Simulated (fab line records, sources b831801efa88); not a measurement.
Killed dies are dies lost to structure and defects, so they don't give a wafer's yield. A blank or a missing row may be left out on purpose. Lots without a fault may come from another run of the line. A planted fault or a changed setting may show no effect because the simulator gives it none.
Problem report in the 8D (eight disciplines) form, filled by code | flow gf180mcu | the parts of the form that need people (team, actions taken, sign-off) are left out

1. THE PROBLEM
CONTACT_W_RS at GF_CONTACT_RS_MEAS_25 reads a mean of 0.405 ohm/sq on 6 wafers of 2 lots; wafers without a fault read 0.386 ohm/sq with a standard deviation of 0.0039. That is +4.9 standard deviations from the usual mean.
The step: measures by four-point-probe.
First seen on wafer L157.1, day 20 17:10, on film_metro-03. The record holds 36 wafers of 12 lots with a number at this step. Rule for "out", or "out of limits": more than 4 standard deviations from the usual mean. The other wafers with a number count as sound.

2. WHAT IT IS AND WHAT IT IS NOT
question                    | is                           | is not
which readings at this step | CONTACT_W_RS                 | -
which lots                  | L157, L159                   | L146, L149, L150, L151, L152, L162, L164, L167, L168, L169
which wafers of those lots  | all that have a number       | -
read on which gauges        | film_metro-01, film_metro-03 | film_metro-04
when                        | from day 20 17:10            | up to then (15 sound wafers); but 15 sound wafers of L162, L164, L167, L168, L169 came after

3. SUSPECTS, AND WHAT RULES EACH OUT
Counting: a tool at a process step up to the reading stays a suspect if it ran every lot that is out and no sound lot after the first of them.
- the gauge at GF_CONTACT_RS_MEAS_25: ruled out. The wafers that are out were read on 2 gauges (film_metro-01, film_metro-03).
- pvd_sputter-03 at GF_SALICIDE_SPUTTER_02 (material Co, target thk 10 nm, time 20 s): ruled out as a lasting fault. Sound lots L168, L169 ran on it after its first lot that is out, L157 (day 19 14:52).
- rtp_anneal-02 at GF_SALICIDE_RTA_06 (time 30 s): ruled out as a lasting fault. Sound lots L162, L168, L169 ran on it after its first lot that is out, L157 (day 19 15:06).
- cvd_w-02 at GF_CONTACT_CVD_24 (deposits W, target thk 300 nm, time 90.339 s): ruled out as a lasting fault. Sound lots L169 ran on it after its first lot that is out, L157 (day 20 17:04).
Left after counting: nothing in the record.

4. THE CAUSE (what the simulator had put in)
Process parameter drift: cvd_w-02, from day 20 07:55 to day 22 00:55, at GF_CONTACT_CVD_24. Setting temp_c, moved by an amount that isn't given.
Counting ruled it out, wrongly: the rule takes a fault to strike every lot that its tool runs from its start on, and this one did not.

5. THE CHAIN OF EFFECTS, in route order
Each row: a reading whose mean over the struck wafers that have a number lies more than 3 standard deviations from the usual. Only readings for which the record gives a usual standard deviation are gone through. hours: the time from each lot's start at the first step in this table that gives one to its start at this step, as a median over the lots. sigmas: the change in usual standard deviations.
hours | step                   | reading          | usual        | on struck wafers | change | sigmas
0     | GF_CONTACT_CVD_24      | susceptor_temp_C | 400.01 C     | 397.10           | -2.91  | -13
0     | GF_CONTACT_RS_MEAS_25  | CONTACT_W_RS     | 0.386 ohm/sq | 0.405            | +0.019 | +4.9
0     | GF_CONTACT_THK_MEAS_26 | CONTACT_W_THK    | 299 nm       | 284              | -16    | -4.6
The process steps in it:
- GF_CONTACT_CVD_24: deposits W, target thk 300 nm, time 90.339 s.

6. WHAT WOULD HAVE CAUGHT IT SOONER
In this record the first reading out of limits at a measuring or inspecting step was taken at day 20 17:10, 9 hours after the fault began at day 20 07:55.
The tool's own readings at GF_CONTACT_CVD_24 were out on every struck wafer that the step has a row for (susceptor_temp_C): an alarm limit on them would have fired on the first of those.
